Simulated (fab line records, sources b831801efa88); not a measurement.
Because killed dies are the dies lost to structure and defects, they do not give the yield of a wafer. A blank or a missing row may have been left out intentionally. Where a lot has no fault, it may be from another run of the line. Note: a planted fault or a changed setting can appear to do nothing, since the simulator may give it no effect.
Matching of chambers | flow gf180mcu | GF_PASSIVATION_CVD_02 on pecvd-04: 3 sister chambers
The step deposits Si3N4, target thk 700 nm, time 486.18 s. 20 wafers are shown with their chamber, then 10 later ones without.

== EACH WAFER AND ITS CHAMBER ==
wafer  | chamber | heater_power_w (W) | heater_power_outer_w (W)
L075.2 | 0       | 554                | 356
L075.3 | 1       | 757                | 439
L075.4 | 0       | 572                | 382
L076.1 | 2       | 706                | 428
L076.3 | 0       | 520                | 331
L076.4 | 2       | 754                | 458
L077.3 | 0       | 616                | 388
L077.4 | 1       | 802                | 479
L077.6 | 0       | 636                | 407
L078.2 | 2       | 788                | 508
L078.5 | 1       | 744                | 448
L078.6 | 2       | 843                | 523
L079.1 | 0       | 571                | 369
L079.4 | 1       | 643                | 364
L079.6 | 0       | 593                | 377
L082.3 | 2       | 775                | 473
L082.4 | 1       | 737                | 456
L082.6 | 2       | 792                | 512
L086.1 | 1       | 777                | 467
L086.3 | 0       | 535                | 334

SIGNATURES, as means of the wafers listed above
reading              | chamber 0 | chamber 1 | chamber 2 | scatter within a chamber
heater_power_w       | 574.62    | 743.33    | 776.33    | 46
heater_power_outer_w | 368.00    | 442.17    | 483.67    | 34.3
Rule: distance of a wafer from a chamber = root of the sum over the readings of ((wafer's reading minus chamber's mean) / reading's scatter) squared. The wafer belongs to the nearest chamber; if the next one is less than 2 further off, it can't be placed. How the scatter is found: for the shown wafers, subtract from each reading the mean of its chamber, square and add these, divide the total by (wafers less chambers), then take the root.

== WAFERS MISSING THEIR CHAMBER ==
wafer  | heater_power_w (W) | heater_power_outer_w (W)
L086.4 | 799                | 480
L089.1 | 842                | 540
L089.2 | 650                | 366
L089.6 | 749                | 434
L092.1 | 727                | 455
L092.3 | 602                | 380
L092.4 | 766                | 449
L097.3 | 808                | 490
L097.4 | 831                | 534
L097.6 | 770                | 458

== WHICH CHAMBER EACH WENT THROUGH ==
wafer  | from the rows above     | in truth
L086.4 | can't be placed: 2 or 1 | 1
L089.1 | can't be placed: 2 or 1 | 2
L089.2 | can't be placed: 0 or 1 | 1
L089.6 | can't be placed: 1 or 2 | 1
L092.1 | can't be placed: 1 or 2 | 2
L092.3 | 0                       | 0
L092.4 | can't be placed: 1 or 2 | 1
L097.3 | can't be placed: 2 or 1 | 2
L097.4 | can't be placed: 2 or 1 | 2
L097.6 | can't be placed: 1 or 2 | 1
Correctly placed: 1 of 10. Cannot be placed on the basis of these rows: 9; the candidates contain the true chamber in 9. Placed wrongly: 0.
